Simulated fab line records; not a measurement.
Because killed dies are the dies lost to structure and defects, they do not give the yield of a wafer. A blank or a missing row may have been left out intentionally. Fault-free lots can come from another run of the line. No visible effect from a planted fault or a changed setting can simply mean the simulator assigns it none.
What tool caused it? || flow gf180mcu || 12 lots, 36 wafers sampled, at 5 steps of a route of 602

== WHAT EACH GAUGE READ, for each wafer ==
GF_STI_THK_MEAS_30.
{"lot": "L635", "measured": "day 2 16:09", "on": "film-metro-01", "STI_OXIDATION_02_THK (nm)": "9.91 10.02 9.91"}
{"lot": "L636", "measured": "day 2 21:59", "on": "film-metro-01", "STI_OXIDATION_02_THK (nm)": "9.93 9.96 10.09"}
{"lot": "L637", "measured": "day 3 02:05", "on": "film-metro-03", "STI_OXIDATION_02_THK (nm)": "10.10 10.09 9.98"}
{"lot": "L639", "measured": "day 3 13:11", "on": "film-metro-03", "STI_OXIDATION_02_THK (nm)": "10.21 10.15 10.15"}
{"lot": "L641", "measured": "day 4 00:53", "on": "film-metro-03", "STI_OXIDATION_02_THK (nm)": "9.89 9.94 9.90"}
{"lot": "L642", "measured": "day 4 04:40", "on": "film-metro-03", "STI_OXIDATION_02_THK (nm)": "10.22 10.24 10.12"}
{"lot": "L647", "measured": "day 5 07:40", "on": "film-metro-03", "STI_OXIDATION_02_THK (nm)": "10.00 10.08 10.16"}
{"lot": "L648", "measured": "day 5 11:42", "on": "film-metro-03", "STI_OXIDATION_02_THK (nm)": "9.99 10.03 9.81"}
{"lot": "L651", "measured": "day 6 07:19", "on": "film-metro-03", "STI_OXIDATION_02_THK (nm)": "9.97 9.93 10.08"}
{"lot": "L654", "measured": "day 6 17:51", "on": "film-metro-01", "STI_OXIDATION_02_THK (nm)": "9.83 9.84 9.82"}
{"lot": "L655", "measured": "day 6 23:01", "on": "film-metro-03", "STI_OXIDATION_02_THK (nm)": "9.89 10.04 9.83"}
{"lot": "L656", "measured": "day 7 07:16", "on": "film-metro-01", "STI_OXIDATION_02_THK (nm)": "10.17 10.11 10.26"}

GF_HV_LDD_CD_MEAS_46: the cd target is 400 nm.
{"lot": "L635", "measured": "day 13 03:22", "on": "cd-sem-02", "cd-nm (nm)": "399.3 401.0 402.8"}
{"lot": "L636", "measured": "day 13 07:56", "on": "cd-sem-01", "cd-nm (nm)": "399.5 397.8 399.7"}
{"lot": "L637", "measured": "day 13 16:57", "on": "cd-sem-02", "cd-nm (nm)": "403.2 402.3 400.6"}
{"lot": "L639", "measured": "day 14 10:25", "on": "cd-sem-02", "cd-nm (nm)": "398.6 398.8 399.0"}
{"lot": "L641", "measured": "day 15 02:08", "on": "cd-sem-02", "cd-nm (nm)": "398.2 399.3 400.4"}
{"lot": "L642", "measured": "day 15 09:01", "on": "cd-sem-02", "cd-nm (nm)": "400.9 402.9 401.8"}
{"lot": "L647", "measured": "day 17 03:31", "on": "cd-sem-01", "cd-nm (nm)": "401.7 400.1 400.0"}
{"lot": "L648", "measured": "day 17 12:50", "on": "cd-sem-01", "cd-nm (nm)": "401.1 400.1 403.4"}
{"lot": "L651", "measured": "day 18 18:24", "on": "cd-sem-01", "cd-nm (nm)": "399.0 398.3 397.0"}
{"lot": "L654", "measured": "day 19 13:38", "on": "cd-sem-01", "cd-nm (nm)": "398.2 400.6 397.0"}
{"lot": "L655", "measured": "day 20 05:29", "on": "cd-sem-01", "cd-nm (nm)": "399.5 401.9 400.3"}
{"lot": "L656", "measured": "day 20 05:40", "on": "cd-sem-02", "cd-nm (nm)": "399.7 401.8 399.9"}

GF_HV_LDD_THK_MEAS_57.
{"lot": "L635", "measured": "day 13 06:35", "on": "film-metro-04", "HV_LDD_CVD_56_THK (nm)": "89.1 89.3 89.4"}
{"lot": "L636", "measured": "day 13 12:26", "on": "film-metro-01", "HV_LDD_CVD_56_THK (nm)": "89.1 89.3 89.3"}
{"lot": "L637", "measured": "day 13 20:11", "on": "film-metro-02", "HV_LDD_CVD_56_THK (nm)": "89.9 90.6 89.8"}
{"lot": "L639", "measured": "day 14 13:38", "on": "film-metro-01", "HV_LDD_CVD_56_THK (nm)": "91.1 90.4 90.3"}
{"lot": "L641", "measured": "day 15 05:21", "on": "film-metro-02", "HV_LDD_CVD_56_THK (nm)": "90.9 90.4 90.7"}
{"lot": "L642", "measured": "day 15 12:12", "on": "film-metro-02", "HV_LDD_CVD_56_THK (nm)": "93.1 93.0 93.0"}
{"lot": "L647", "measured": "day 17 07:05", "on": "film-metro-01", "HV_LDD_CVD_56_THK (nm)": "83.7 82.5 83.3"}
{"lot": "L648", "measured": "day 17 16:04", "on": "film-metro-02", "HV_LDD_CVD_56_THK (nm)": "81.9 81.7 81.4"}
{"lot": "L651", "measured": "day 18 22:11", "on": "film-metro-01", "HV_LDD_CVD_56_THK (nm)": "88.6 88.2 87.7"}
{"lot": "L654", "measured": "day 19 17:21", "on": "film-metro-01", "HV_LDD_CVD_56_THK (nm)": "89.9 90.0 89.4"}
{"lot": "L655", "measured": "day 20 10:09", "on": "film-metro-04", "HV_LDD_CVD_56_THK (nm)": "89.9 89.8 89.2"}
{"lot": "L656", "measured": "day 20 09:52", "on": "film-metro-01", "HV_LDD_CVD_56_THK (nm)": "89.8 89.9 90.3"}

== WHAT TOOL EACH LOT RAN ON (gives the tool, then ch and the chambers of the sampled wafers, and finally the start) ==
{"lot": "L635", "GF_STI_CMP_25": "cmp-02 ch 0,2,3, day 2 13:51", "GF_HV_LDD_CVD_56": "lpcvd-02 ch 0, day 13 05:08"}
{"lot": "L636", "GF_STI_CMP_25": "cmp-02 ch 0,3, day 2 18:55", "GF_HV_LDD_CVD_56": "lpcvd-02 ch 0, day 13 10:58"}
{"lot": "L637", "GF_STI_CMP_25": "cmp-02 ch 0,1, day 2 23:50", "GF_HV_LDD_CVD_56": "lpcvd-02 ch 0, day 13 18:46"}
{"lot": "L639", "GF_STI_CMP_25": "cmp-02 ch 0,3, day 3 10:53", "GF_HV_LDD_CVD_56": "lpcvd-01 ch 1, day 14 12:11"}
{"lot": "L641", "GF_STI_CMP_25": "cmp-01 ch 0,2,3, day 3 21:35", "GF_HV_LDD_CVD_56": "lpcvd-01 ch 0, day 15 03:55"}
{"lot": "L642", "GF_STI_CMP_25": "cmp-02 ch 1,2, day 4 02:12", "GF_HV_LDD_CVD_56": "lpcvd-01 ch 0, day 15 10:45"}
{"lot": "L647", "GF_STI_CMP_25": "cmp-02 ch 0,2,3, day 5 03:43", "GF_HV_LDD_CVD_56": "lpcvd-01 ch 0, day 17 05:38"}
{"lot": "L648", "GF_STI_CMP_25": "cmp-02 ch 0,2,3, day 5 09:02", "GF_HV_LDD_CVD_56": "lpcvd-01 ch 0, day 17 14:38"}
{"lot": "L651", "GF_STI_CMP_25": "cmp-01 ch 0,2, day 6 03:05", "GF_HV_LDD_CVD_56": "lpcvd-02 ch 0, day 18 20:46"}
{"lot": "L654", "GF_STI_CMP_25": "cmp-01 ch 0,2, day 6 15:34", "GF_HV_LDD_CVD_56": "lpcvd-02 ch 0, day 19 15:55"}
{"lot": "L655", "GF_STI_CMP_25": "cmp-02 ch 1,2, day 6 20:41", "GF_HV_LDD_CVD_56": "lpcvd-02 ch 1, day 20 08:43"}
{"lot": "L656", "GF_STI_CMP_25": "cmp-01 ch 0,1,3, day 7 03:50", "GF_HV_LDD_CVD_56": "lpcvd-01 ch 1, day 20 07:44"}
- GF_STI_CMP_25: polishes, stops on Si3N4, t overpolish 33 s, target thk 524.6 nm.
- GF_HV_LDD_CVD_56: deposits Si3N4 from DCS/NH3, target thk 90 nm, time 1543 s.

== WHAT THE TOOLS THEMSELVES READ (means of the sampled wafers that have a number; where no wafer has one, the mark that the record gives instead) ==
GF_STI_CMP_25.
{"lot": "L635", "tool": "cmp-02", "motor-current-A (A)": 12.7, "overpolish-run-s (s)": 32.994, "time-to-endpoint-s (s)": 125}
{"lot": "L636", "tool": "cmp-02", "motor-current-A (A)": 12.4, "overpolish-run-s (s)": 32.996, "time-to-endpoint-s (s)": 126}
{"lot": "L637", "tool": "cmp-02", "motor-current-A (A)": 12.6, "overpolish-run-s (s)": 33.004, "time-to-endpoint-s (s)": 128}
{"lot": "L639", "tool": "cmp-02", "motor-current-A (A)": 12.4, "overpolish-run-s (s)": 33.001, "time-to-endpoint-s (s)": 130}
{"lot": "L641", "tool": "cmp-01", "motor-current-A (A)": 12.8, "overpolish-run-s (s)": 33.001, "time-to-endpoint-s (s)": 118}
{"lot": "L642", "tool": "cmp-02", "motor-current-A (A)": 12.2, "overpolish-run-s (s)": 33.002, "time-to-endpoint-s (s)": 124}
{"lot": "L647", "tool": "cmp-02", "motor-current-A (A)": 12.7, "overpolish-run-s (s)": 32.997, "time-to-endpoint-s (s)": 119}
{"lot": "L648", "tool": "cmp-02", "motor-current-A (A)": 12.5, "overpolish-run-s (s)": 32.998, "time-to-endpoint-s (s)": 122}
{"lot": "L651", "tool": "cmp-01", "motor-current-A (A)": 13.8, "overpolish-run-s (s)": 33.005, "time-to-endpoint-s (s)": 114}
{"lot": "L654", "tool": "cmp-01", "motor-current-A (A)": 13.6, "overpolish-run-s (s)": 32.999, "time-to-endpoint-s (s)": 116}
{"lot": "L655", "tool": "cmp-02", "motor-current-A (A)": 12.2, "overpolish-run-s (s)": 33.002, "time-to-endpoint-s (s)": 121}
{"lot": "L656", "tool": "cmp-01", "motor-current-A (A)": 12.1, "overpolish-run-s (s)": 33.007, "time-to-endpoint-s (s)": 120}

GF_HV_LDD_CVD_56.
{"lot": "L635", "tool": "lpcvd-02", "spike-tc-centre-C (C)": 770.2}
{"lot": "L636", "tool": "lpcvd-02", "spike-tc-centre-C (C)": 770.7}
{"lot": "L637", "tool": "lpcvd-02", "spike-tc-centre-C (C)": 770.4}
{"lot": "L639", "tool": "lpcvd-01", "spike-tc-centre-C (C)": 769.5}
{"lot": "L641", "tool": "lpcvd-01", "spike-tc-centre-C (C)": 771.0}
{"lot": "L642", "tool": "lpcvd-01", "spike-tc-centre-C (C)": 771.1}
{"lot": "L647", "tool": "lpcvd-01", "spike-tc-centre-C (C)": 772.2}
{"lot": "L648", "tool": "lpcvd-01", "spike-tc-centre-C (C)": 772.1}
{"lot": "L651", "tool": "lpcvd-02", "spike-tc-centre-C (C)": 771.1}
{"lot": "L654", "tool": "lpcvd-02", "spike-tc-centre-C (C)": 770.2}
{"lot": "L655", "tool": "lpcvd-02", "spike-tc-centre-C (C)": 770.9}
{"lot": "L656", "tool": "lpcvd-01", "spike-tc-centre-C (C)": 769.9}

== THE ANSWER, worked out from the rows above alone ==
Rule: the lots themselves supply what counts as usual. Put in order of their means at a reading, lots are off if they are a third of the lots or fewer, leave a main group of 4 or more, and stand apart from it by a gap of 3 or more times the standard deviation of the main group's means; of several such gaps the widest counts. Not used: any main group whose means are identical at the precision the tables above print for the reading. Also off: a lot with no number at a reading for which 4 or more lots have one. The other lots that the step has rows for count as sound. First the gauges in route order, then the tools' own readings, where a lot's mean is used as printed above. At the first step where some lot is off, the reading lying furthest off is the one used; lots without a number count as furthest.
Off: at GF_HV_LDD_THK_MEAS_57 (HV_LDD_CVD_56_THK), L647, L648. The main group has a mean of 90.0 nm with a standard deviation of 1.2.
A tool fits if, at a process step before that reading, it ran every lot that is off, and no sound lot after the first of them. The gauges at GF_HV_LDD_THK_MEAS_57 are tried like those tools. Of those tried, none fits.

== WHAT THE SIMULATOR HAD INSERTED ==
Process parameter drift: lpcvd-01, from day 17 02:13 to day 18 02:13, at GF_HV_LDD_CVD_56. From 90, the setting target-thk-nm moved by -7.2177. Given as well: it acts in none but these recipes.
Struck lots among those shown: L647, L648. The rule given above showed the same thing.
